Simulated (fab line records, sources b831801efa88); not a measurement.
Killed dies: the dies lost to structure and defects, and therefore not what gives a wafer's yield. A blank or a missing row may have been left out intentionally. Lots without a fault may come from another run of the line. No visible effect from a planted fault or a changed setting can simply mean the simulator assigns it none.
The tool behind it: which one? ; flow gf180mcu ; 14 lots with 42 wafers sampled at 5 steps, on a route of 602 steps

## WHAT THE GAUGES SHOWED, per wafer
GF_VT_IMPLANT_TW_MEAS_32. Usual: VT_IMPLANT_3_TW 268.3, standard deviation 1.9.
lot;measured;on;VT_IMPLANT_3_TW;flag
L706;day 6 23:05;film_metro-03;269.4 268.9 269.4;
L707;day 7 04:23;film_metro-04;271.7 270.8 272.3;
L708;day 7 09:14;film_metro-02;265.8 266.3 265.8;
L709;day 7 19:09;film_metro-03;266.4 266.3 267.7;
L712;day 8 12:11;film_metro-03;268.4 268.6 266.6;
L714;day 9 00:44;film_metro-04;268.8 269.5 269.2;
L716;day 9 15:03;film_metro-02;264.9 263.9 263.8;
L718;day 10 03:12;film_metro-04;271.7 270.6 270.1;
L719;day 10 10:57;film_metro-03;268.6 270.0 268.9;
L721;day 10 23:05;film_metro-04;270.1 271.0 271.7;
L723;day 11 11:44;film_metro-03;267.7 268.0 266.5;
L726;day 12 07:45;film_metro-03;265.3 267.2 267.3;
L727;day 12 15:02;film_metro-04;269.7 269.7 267.5;
L728;day 12 22:24;film_metro-04;268.8 270.2 269.8;

GF_DUAL_GATE_OVL_MEAS_11. Usual: DUAL_GATE_OVL -1.5 nm, standard deviation 1.5.
lot;measured;on;DUAL_GATE_OVL (nm);flag
L706;day 8 09:39;overlay-01;-1.2 -1.5 -2.7;
L707;day 8 16:27;overlay-01;0.0 -1.1 -3.1;
L708;day 8 21:33;overlay-01;-0.9 -0.8 -0.3;
L709;day 9 08:36;overlay-01;-0.1 -2.1 -1.9;
L712;day 10 01:15;overlay-01;-0.9 -2.2 0.9;
L714;day 10 15:06;overlay-02;-0.9 -0.4 -2.8;
L716;day 11 06:12;overlay-02;0.4 -0.2 0.7;
L718;day 11 18:10;overlay-01;-0.3 1.3 -0.5;
L719;day 12 02:10;overlay-02;-1.2 -2.9 -2.4;
L721;day 12 15:36;overlay-02;-2.5 0.9 -0.4;
L723;day 13 05:24;overlay-02;-2.0 -1.5 -1.2;
L726;day 14 02:09;overlay-02;-5.0 -4.8 -4.5;
L727;day 14 12:21;overlay-02;71.2 72.9 72.0;OFF
L728;day 14 19:41;overlay-02;68.5 70.6 70.0;OFF

GF_POLY_GATE_CD_MEAS_10 targets a cd of 280 nm. Usual: cd_nm at 280.3 nm, with a standard deviation of 1.
lot;measured;on;cd_nm (nm);flag
L706;day 9 05:57;cd_sem-02;281.2 280.6 281.4;
L707;day 9 13:31;cd_sem-01;280.2 279.9 280.0;
L708;day 9 17:24;cd_sem-02;280.0 280.8 280.4;
L709;day 10 06:07;cd_sem-02;278.7 279.9 280.5;
L712;day 10 23:55;cd_sem-02;279.8 279.8 280.4;
L714;day 11 13:57;cd_sem-02;279.6 279.5 280.9;
L716;day 12 05:12;cd_sem-01;280.8 279.4 281.3;
L718;day 12 17:04;cd_sem-01;281.0 280.1 280.2;
L719;day 13 01:04;cd_sem-01;281.2 280.9 281.8;
L721;day 13 14:34;cd_sem-01;280.9 279.1 279.0;
L723;day 14 05:15;cd_sem-01;281.1 281.2 280.5;
L726;day 15 02:28;cd_sem-02;282.3 283.3 283.4;
L727;day 15 13:10;cd_sem-01;280.6 280.3 280.8;
L728;day 15 20:28;cd_sem-02;280.8 279.5 280.3;

GF_HV_LDD_CD_MEAS_19 targets a cd of 400 nm. Usual: cd_nm at 399.6 nm, with a standard deviation of 2.5.
lot;measured;on;cd_nm (nm);flag
L706;day 10 20:00;cd_sem-02;397.3 396.4 397.0;
L707;day 11 03:54;cd_sem-01;400.4 402.2 401.5;
L708;day 11 06:57;cd_sem-02;399.3 400.9 399.2;
L709;day 11 21:07;cd_sem-02;405.7 407.1 406.8;
L712;day 12 17:42;cd_sem-01;396.4 395.4 395.8;
L714;day 13 07:06;cd_sem-01;396.0 399.9 397.6;
L716;day 13 22:48;cd_sem-01;400.6 403.0 402.9;
L718;day 14 14:14;cd_sem-02;398.3 398.4 399.7;
L719;day 14 20:22;cd_sem-02;399.6 398.1 399.2;
L721;day 15 10:27;cd_sem-01;403.9 402.2 402.9;
L723;day 16 02:24;cd_sem-02;396.7 397.6 396.1;
L726;day 17 01:04;cd_sem-02;397.7 397.8 397.3;
L727;day 17 14:49;cd_sem-01;398.3 398.9 399.6;
L728;day 17 19:51;cd_sem-02;399.0 401.5 400.1;

## EACH LOT AND THE TOOL THAT RAN IT (in order: tool; ch and the chambers of the sampled wafers; start)
lot;GF_DUAL_GATE_EXPOSE_08
L706;iline_stepper-02 ch 0, day 8 01:26
L707;iline_stepper-01 ch 0, day 8 08:01
L708;iline_stepper-02 ch 0, day 8 13:04
L709;iline_stepper-01 ch 0, day 9 00:39
L712;iline_stepper-02 ch 0, day 9 16:34
L714;iline_stepper-01 ch 0, day 10 05:53
L716;iline_stepper-02 ch 0, day 10 21:23
L718;iline_stepper-02 ch 0, day 11 09:26
L719;iline_stepper-01 ch 0, day 11 17:38
L721;iline_stepper-01 ch 0, day 12 06:09
L723;iline_stepper-01 ch 0, day 12 19:16
L726;iline_stepper-02 ch 0, day 13 16:02
L727;iline_stepper-01 ch 0, day 14 02:02
L728;iline_stepper-01 ch 0, day 14 08:59
- GF_DUAL_GATE_EXPOSE_08: exposes mask Dualgate, target cd 700 nm.

## AS READ BY THE TOOLS THEMSELVES (means over the sampled wafers that have a number; for cases with no such wafer, the mark the record gives instead)
The record holds no such reading with a usual standard deviation.

## THE ANSWER, worked out from the rows above alone
Rule: a lot counts as off when the mean over its wafers that have a number is more than 3 standard deviations away from the usual mean. Also off: a lot with no number at a reading for which 4 or more lots have one. Where the step has rows for the other lots, those lots are counted as sound. The gauges are gone through in route order, then the tools' own readings, and for those a lot's mean is taken as printed above. At the first step where some lot is off, the reading lying furthest off is the one used; lots without a number count as furthest.
Off: L727, L728, at GF_DUAL_GATE_OVL_MEAS_11 (DUAL_GATE_OVL).
If a tool, at a process step before that reading, ran all the lots that are off and no sound lot after the first of them, it fits. Gauges at GF_DUAL_GATE_OVL_MEAS_11: tried the same way as those tools. Undecided on this evidence; 2 tools fit (iline_stepper-01 at GF_DUAL_GATE_EXPOSE_08, overlay-02 at GF_DUAL_GATE_OVL_MEAS_11).

## WHAT THE SIMULATOR PUT IN
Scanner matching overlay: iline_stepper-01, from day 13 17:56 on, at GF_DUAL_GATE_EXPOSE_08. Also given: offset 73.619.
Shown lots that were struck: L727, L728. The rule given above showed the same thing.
